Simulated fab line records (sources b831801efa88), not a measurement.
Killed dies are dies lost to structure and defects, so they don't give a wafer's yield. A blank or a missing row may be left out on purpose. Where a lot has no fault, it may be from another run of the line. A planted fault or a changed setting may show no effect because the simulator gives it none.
The tool behind it: which one?    flow sky130    13 lots with 39 wafers sampled at 4 steps, on a route of 708 steps

## WHAT THE GAUGES SHOWED, per wafer
SKY_LOCAL_INTERCONNECT_CD_MEAS_11: the cd target is 170 nm.
lot   measured      on         cd_nm (nm)
L825  day 29 22:44  cd_sem-01  169.9 168.4 170.3
L826  day 31 05:59  cd_sem-01  170.8 170.6 170.2
L827  day 31 20:40  cd_sem-01  169.7 168.5 168.7
L828  day 32 05:53  cd_sem-02  168.8 167.6 170.1
L829  day 32 23:50  cd_sem-02  171.5 171.7 170.0
L830  day 33 01:08  cd_sem-02  171.1 172.1 171.8
L831  day 33 04:24  cd_sem-02  171.3 171.0 169.2
L834  day 33 04:53  cd_sem-01  170.0 171.7 170.2
L842  day 35 20:37  cd_sem-01  120.2 125.6 158.6
L843  day 36 18:47  cd_sem-02  171.5 170.0 169.8
L844  day 37 02:22  cd_sem-02  171.8 170.2 170.6
L846  day 37 06:27  cd_sem-02  169.9 170.5 172.1
L847  day 37 10:35  cd_sem-02  172.0 171.1 171.8

## WHICH TOOL RAN EACH LOT (tool, then ch and the chambers of the sampled wafers, then the start)
lot   SKY_LI_CONTACT_ETCH_15              SKY_LI_CONTACT_SPUTTER_19     SKY_LOCAL_INTERCONNECT_EXPOSE_08
L825  rie_diel-02 ch 1,2,3, day 28 17:14  pvd_sputter-04, day 28 17:37  krf_scanner-01 ch 0, day 29 08:55
L826  rie_diel-01 ch 1,3, day 30 00:44    pvd_sputter-01, day 30 01:07  krf_scanner-02 ch 0, day 30 16:01
L827  rie_diel-03 ch 1,2,3, day 30 16:08  pvd_sputter-02, day 30 16:31  krf_scanner-02 ch 0, day 31 07:28
L828  rie_diel-02 ch 0,1,3, day 31 00:44  pvd_sputter-02, day 31 01:07  krf_scanner-02 ch 0, day 31 16:03
L829  rie_diel-02 ch 1,2, day 31 19:47    pvd_sputter-04, day 31 20:12  krf_scanner-02 ch 0, day 32 10:31
L830  rie_diel-03 ch 0,1, day 31 20:44    pvd_sputter-02, day 31 21:07  krf_scanner-01 ch 0, day 32 12:01
L831  rie_diel-03 ch 0,1,2, day 32 00:20  pvd_sputter-02, day 32 00:43  krf_scanner-02 ch 0, day 32 15:10
L834  rie_diel-02 ch 0,1,2, day 32 01:11  pvd_sputter-04, day 32 01:34  krf_scanner-02 ch 0, day 32 16:15
L842  rie_diel-01 ch 0,1, day 34 17:26    pvd_sputter-01, day 34 17:49  krf_scanner-02 ch 0, day 35 07:53
L843  rie_diel-02 ch 1,2, day 35 15:17    pvd_sputter-01, day 35 15:40  krf_scanner-01 ch 0, day 36 06:07
L844  rie_diel-02 ch 1,2, day 35 23:14    pvd_sputter-02, day 36 00:08  krf_scanner-01 ch 0, day 36 13:37
L846  rie_diel-02 ch 1,2, day 36 03:41    pvd_sputter-01, day 36 04:05  krf_scanner-01 ch 0, day 36 17:48
L847  rie_diel-01 ch 0,1,2, day 36 06:47  pvd_sputter-04, day 36 07:41  krf_scanner-01 ch 0, day 36 22:01
- SKY_LI_CONTACT_ETCH_15: etches PSG in C4F8/O2/Ar, stops on Si, target depth 600 nm.
- SKY_LI_CONTACT_SPUTTER_19: material Ti, target thk 20 nm, time 106.37 s.
- SKY_LOCAL_INTERCONNECT_EXPOSE_08: exposes mask LI1M, target cd 170 nm.

## AS READ BY THE TOOLS THEMSELVES (means over the sampled wafers that have a number; for cases with no such wafer, the mark the record gives instead)
SKY_LI_CONTACT_ETCH_15.
lot   tool         oes_product_au (a.u.)  rf_fwd_power_W (W)
L825  rie_diel-02  0.835                  1489
L826  rie_diel-01  0.842                  1493
L827  rie_diel-03  0.841                  1489
L828  rie_diel-02  0.837                  1492
L829  rie_diel-02  0.837                  1493
L830  rie_diel-03  0.837                  1493
L831  rie_diel-03  0.835                  1494
L834  rie_diel-02  0.836                  1489
L842  rie_diel-01  0.834                  1488
L843  rie_diel-02  0.835                  1491
L844  rie_diel-02  0.837                  1490
L846  rie_diel-02  0.838                  1488
L847  rie_diel-01  0.836                  1498

SKY_LI_CONTACT_SPUTTER_19.
lot   tool            substrate_temp_c (C)  throttle_valve_pct (%)
L825  pvd_sputter-04  199.79                30.3
L826  pvd_sputter-01  199.98                30.4
L827  pvd_sputter-02  200.02                30.4
L828  pvd_sputter-02  199.95                30.7
L829  pvd_sputter-04  199.98                30.2
L830  pvd_sputter-02  199.98                30.7
L831  pvd_sputter-02  200.10                30.7
L834  pvd_sputter-04  200.05                30.3
L842  pvd_sputter-01  200.04                28.9
L843  pvd_sputter-01  200.02                29.3
L844  pvd_sputter-02  199.92                30.8
L846  pvd_sputter-01  199.96                28.9
L847  pvd_sputter-04  200.02                30.3

SKY_LOCAL_INTERCONNECT_EXPOSE_08.
lot   tool            exposure_dose_mJ_cm2  focus_offset_nm (nm)
L825  krf_scanner-01  27.97                 -0.5
L826  krf_scanner-02  28.04                 -0.5
L827  krf_scanner-02  28.01                 -0.1
L828  krf_scanner-02  28.05                 0.3
L829  krf_scanner-02  28.01                 -0.2
L830  krf_scanner-01  27.98                 0.0
L831  krf_scanner-02  28.01                 0.5
L834  krf_scanner-02  28.00                 -0.2
L842  krf_scanner-02  25.82                 -0.5
L843  krf_scanner-01  27.98                 0.7
L844  krf_scanner-01  28.01                 -0.2
L846  krf_scanner-01  27.98                 0.0
L847  krf_scanner-01  28.01                 -0.1

## THE ANSWER, worked out from the rows above alone
Rule: the usual values come from the lots themselves. The widest of any qualifying gaps counts: lots, ordered by their means at a reading, are off when they make up no more than a third of the lots, leave a main group of 4 or more, and stand apart from it by 3 or more times the standard deviation of that group's means. If all means in a main group match to the digits the tables above print for the reading, that group is not used. A lot without any number at a reading at which 4 lots or more have one is off too. Any other lot the step has rows for is counted as sound. The gauges are gone through in route order, then the tools' own readings, and for those a lot's mean is taken as printed above. The first step at which some lot is off is used, and at that step the reading that is off furthest; a lot without a number counts as furthest.
Off: L842 (SKY_LOCAL_INTERCONNECT_CD_MEAS_11, cd_nm). For the main group the mean is 170.5 nm and the standard deviation 0.88.
A tool fits if, at a process step before that reading, it ran every lot that is off, and no sound lot after the first of them. Not tried: the gauges at SKY_LOCAL_INTERCONNECT_CD_MEAS_11; whatever is off there is also off at SKY_LI_CONTACT_SPUTTER_19, on other tools, and gauge error can't account for it. One fits: SKY_LOCAL_INTERCONNECT_EXPOSE_08 on krf_scanner-02. A fault onset in the window from L834 (day 32 16:15, its last sound lot) to L842 (day 35 07:53, its first lot off) fits.
On the lots that are off, the tool's own readings at SKY_LOCAL_INTERCONNECT_EXPOSE_08 differ by more than 5 times the standard deviation of the sound lots' means, which bears it out; exposure_dose_mJ_cm2 reads 25.82 there versus 28.00 on the sound lots.

## WHAT HAD BEEN PUT IN BY THE SIMULATOR
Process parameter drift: krf_scanner-02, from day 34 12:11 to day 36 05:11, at SKY_LOCAL_INTERCONNECT_EXPOSE_08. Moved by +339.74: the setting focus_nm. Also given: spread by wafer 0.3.
Struck lots among those shown: L842. The rule given above showed the same thing.
